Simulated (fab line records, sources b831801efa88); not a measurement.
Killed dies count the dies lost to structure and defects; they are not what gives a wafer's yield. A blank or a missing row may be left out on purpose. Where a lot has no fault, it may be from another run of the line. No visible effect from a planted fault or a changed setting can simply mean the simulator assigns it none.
Struck lot and sound lot, side by side + flow sky130 + 44 steps out of a route of 708
Sound: the wafers L500.1, L500.5, L500.6. Struck: wafer L515.3 (left out: L515.2, a lot-mate that was not struck); the cause follows at the end.
Order at every step that has rows: each side's tool, ch and its chambers, its first start. Under that, the readings that differ: sound wafers + struck wafers + difference of the means + sigmas: that difference in standard deviations of wafers without a fault.
alike: same words and numbers on both sides, and readings whose means sit less than 2 such deviations apart. not compared: any withheld reading, any reading some wafer has no value for, any bound like >300 that may hide the same value, and any number with overlapping values for which the record gives no deviation.
A row with sigmas, a row that says differs or no value, or rows on one side alone: a step with any of these is where the two part. Non-overlapping numbers with no deviation appear without sigmas and do not part them. Lack of a reading on every wafer of one side parts them only where that side has two or more wafers.

SKY_VIA3_CD_MEAS_12 targets a cd of 200 nm.
  sound: cd sem-02 at day 39 20:55; struck: cd sem-01 at day 44 12:50
  alike: cd nm
SKY_VIA3_OVL_MEAS_13:
  sound: overlay-01 at day 39 21:02; struck: overlay-01 at day 44 12:57
  alike: VIA3_OVL
SKY_VIA3_ETCH_14: etches BARC in N2/H2, stops on SiO2, time 45.9 s, target depth 60 nm.
  sound on rie diel-03 ch 1,2, day 39 21:05; struck on rie diel-02 ch 3, day 44 12:59
| reading                     | sound             | struck | difference | sigmas |
|-----------------------------|-------------------|--------|------------|--------|
| drypump motor current A (A) | 4.7 4.7 5.7       | 6.6    | +1.6       | +3     |
| oes product au (a.u.)       | 0.857 0.866 0.859 | 0.850  | -0.011     | -2     |
  alike: n2 flow sccm, throttle valve pct
  not compared: rf hours counter h
SKY_VIA3_ETCH_15: etches SiO2 in C4F8/O2/Ar, stops on TiN, target depth 507 nm, time 78 s.
  sound on rie diel-03 ch 1,2, day 39 21:07; struck on rie diel-02 ch 3, day 44 13:01
  alike: oes product au
then, 6 steps without rows for these wafers: SKY_VIA3_STRIP_16 (strips in O2/N2); SKY_VIA3_STRIP_17 (strips in post etch residue remover, time 1200 s); SKY_VIA3_CLEAN_18 (cleans in IPA, time 180 s); SKY_VIA3_CLEAN_19 (cleans in O3/DIW); SKY_VIA3_SPUTTER_20 (material TiN, target thk 20 nm, time 80 s); SKY_VIA3_CVD_21 (deposits W, target thk 390 nm, time 117.31 s).
SKY_VIA3_RS_MEAS_22: uses a four-point probe to measure.
  sound: film metro-04 at day 39 21:59; struck: film metro-01 at day 44 13:55
| reading            | sound             | struck | difference | sigmas |
|--------------------|-------------------|--------|------------|--------|
| VIA3_W_RS (ohm/sq) | 0.290 0.286 0.297 | 0.300  | +0.009     | +2     |
SKY_VIA3_THK_MEAS_23: measures by xrf.
  sound: film metro-04 at day 39 22:07; struck: film metro-01 at day 44 14:01
  alike: VIA3_W_THK
SKY_VIA3_CMP_24: polishes, stops on SiO2, t overpolish 20 s, target thk 0 nm.
  sound on cmp-01 ch 2,3, day 39 22:10; struck on cmp-02 ch 3, day 44 14:10
| reading                                  | sound             | struck | difference | sigmas |
|------------------------------------------|-------------------|--------|------------|--------|
| time to endpoint s (s)                   | 97 98 93          | 50     | -46        | -15    |
| model.SiO2_of_VIA3_HDPCVD_00.thk nm (nm) | 459.6 458.3 459.7 | 457    | -2         |        |
  alike: motor current A, overpolish run s
SKY_METAL4_SPUTTER_00: material Ti, target thk 15 nm, time 10 s.
  sound: pvd sputter-04 at day 39 22:28; struck: pvd sputter-02 at day 44 14:22
  alike: throttle valve pct
then, 4 steps without rows for these wafers: SKY_METAL4_SPUTTER_01 (material TiN, target thk 20 nm, time 16.7 s); SKY_METAL4_SPUTTER_02 (material AlCu, target thk 735 nm, time 39.1 s); SKY_METAL4_SPUTTER_03 (material Ti, target thk 5 nm, time 3.3 s); SKY_METAL4_SPUTTER_04 (material TiN, target thk 70 nm, time 58.3 s).
SKY_CAP2M_CVD_00: deposits SiO2, target thk 15.5 nm.
  sound on pecvd-03 ch 0,1, day 39 22:38; struck on pecvd-03 ch 0, day 44 14:32
  alike: heater power w
SKY_CAP2M_THK_MEAS_01:
  sound: film metro-02 at day 39 22:39; struck: film metro-01 at day 44 14:34
  alike: CAP2M_CVD_00_THK
then, 1 step without rows for these wafers: SKY_CAP2M_SPUTTER_02 (material TiN, target thk 200 nm, time 166.7 s).
SKY_CAP2M_RS_MEAS_03: uses a four-point probe to measure.
  sound: film metro-03 at day 39 22:49; struck: film metro-02 at day 44 14:44
  alike: CAP2M_TIN_RS
SKY_CAP2M_THK_MEAS_04: measures by xrf.
  sound: film metro-03 at day 39 22:56; struck: film metro-02 at day 44 14:51
  alike: CAP2M_TIN_THK
then, 7 steps without rows for these wafers: SKY_CAP2M_DEHYDRATE_05 (time 60 s); SKY_CAP2M_HMDS_06 (prime time 60 s); SKY_CAP2M_COAT_07 (resist thk 1140 nm); SKY_CAP2M_SOFTBAKE_08 (time 60 s); SKY_CAP2M_EXPOSE_09 (exposes mask CAP2M, target cd 1000 nm); SKY_CAP2M_PEB_10; SKY_CAP2M_DEVELOP_11 (develop time 60 s).
SKY_CAP2M_OVL_MEAS_12:
  sound: overlay-01 at day 40 23:02; struck: overlay-02 at day 45 11:44
| reading        | sound       | struck | difference | sigmas |
|----------------|-------------|--------|------------|--------|
| CAP2M_OVL (nm) | 0.4 1.5 0.0 | -3.2   | -3.8       | -3     |
SKY_CAP2M_METAL_ETCH_13: etches TiN in Cl2/BCl3, stops on SiO2, target depth 220 nm, time 62.9 s.
  sound on rie metal-01 ch 0, day 40 23:04; struck on rie metal-03 ch 0, day 45 11:46
| reading                     | sound       | struck | difference | sigmas |
|-----------------------------|-------------|--------|------------|--------|
| drypump motor current A (A) | 6.3 6.2 6.3 | 5.0    | -1.3       | -2     |
  alike: oes product au, throttle valve pct
  not compared: rf hours counter h
then, 10 steps without rows for these wafers: SKY_CAP2M_STRIP_14 (strips in O2/N2); SKY_CAP2M_STRIP_15 (strips in post etch residue remover, time 1200 s); SKY_CAP2M_CLEAN_16 (cleans in IPA, time 180 s); SKY_CAP2M_CLEAN_17 (cleans in O3/DIW); SKY_METAL4_DEHYDRATE_05 (time 60 s); SKY_METAL4_HMDS_06 (prime time 60 s); SKY_METAL4_COAT_07 (resist thk 60 nm); SKY_METAL4_COAT_08 (resist thk 1140 nm); SKY_METAL4_SOFTBAKE_09 (time 90 s); SKY_METAL4_EXPOSE_10 (exposes mask MM4, target cd 300 nm).
SKY_METAL4_METAL_ETCH_18: etches the open film in Cl2/BCl3, stops on SiO2, target depth 845 nm, time 183.1 s.
  sound on rie metal-01 ch 0, day 41 23:58; struck on rie metal-02 ch 1, day 46 08:22
| reading                                  | sound             | struck | difference | sigmas |
|------------------------------------------|-------------------|--------|------------|--------|
| oes product au (a.u.)                    | 0.872 0.876 0.865 | 0.859  | -0.012     | -2     |
| model.SiO2_of_VIA3_HDPCVD_00.thk nm (nm) | 433.8 432.6 434.3 | 431.2  | -2.4       |        |
  alike: drypump motor current A, throttle valve pct
  not compared: rf hours counter h
-- the record jumps here: 3 days lie between the struck wafers' starts before and after (it left off in module METAL4 and takes up again in module PAD_OPEN, whose first step shown is number 708 of the route) --
SKY_PAD_OPEN_PROBE_99:
  sound: prober-01 at day 45 23:56; struck: prober-02 at day 49 18:05
  alike: defect limited yield, killed_at_M0_to_M3, killed_at_M4_up, killed at contacts, killed at front end, killed at other, killed dies, killed open, killed short, sort_bin_3_pad_short, sort_bin_5_function, sort_bin_6_memory, sort n pass, sort yield pct

## WHERE THEY PART
Earliest at SKY_VIA3_ETCH_14; latest, in this record, at SKY_METAL4_METAL_ETCH_18. Later steps at which nothing parts them and some readings are alike: SKY_PAD_OPEN_PROBE_99.

WHY: the cause the simulator had injected
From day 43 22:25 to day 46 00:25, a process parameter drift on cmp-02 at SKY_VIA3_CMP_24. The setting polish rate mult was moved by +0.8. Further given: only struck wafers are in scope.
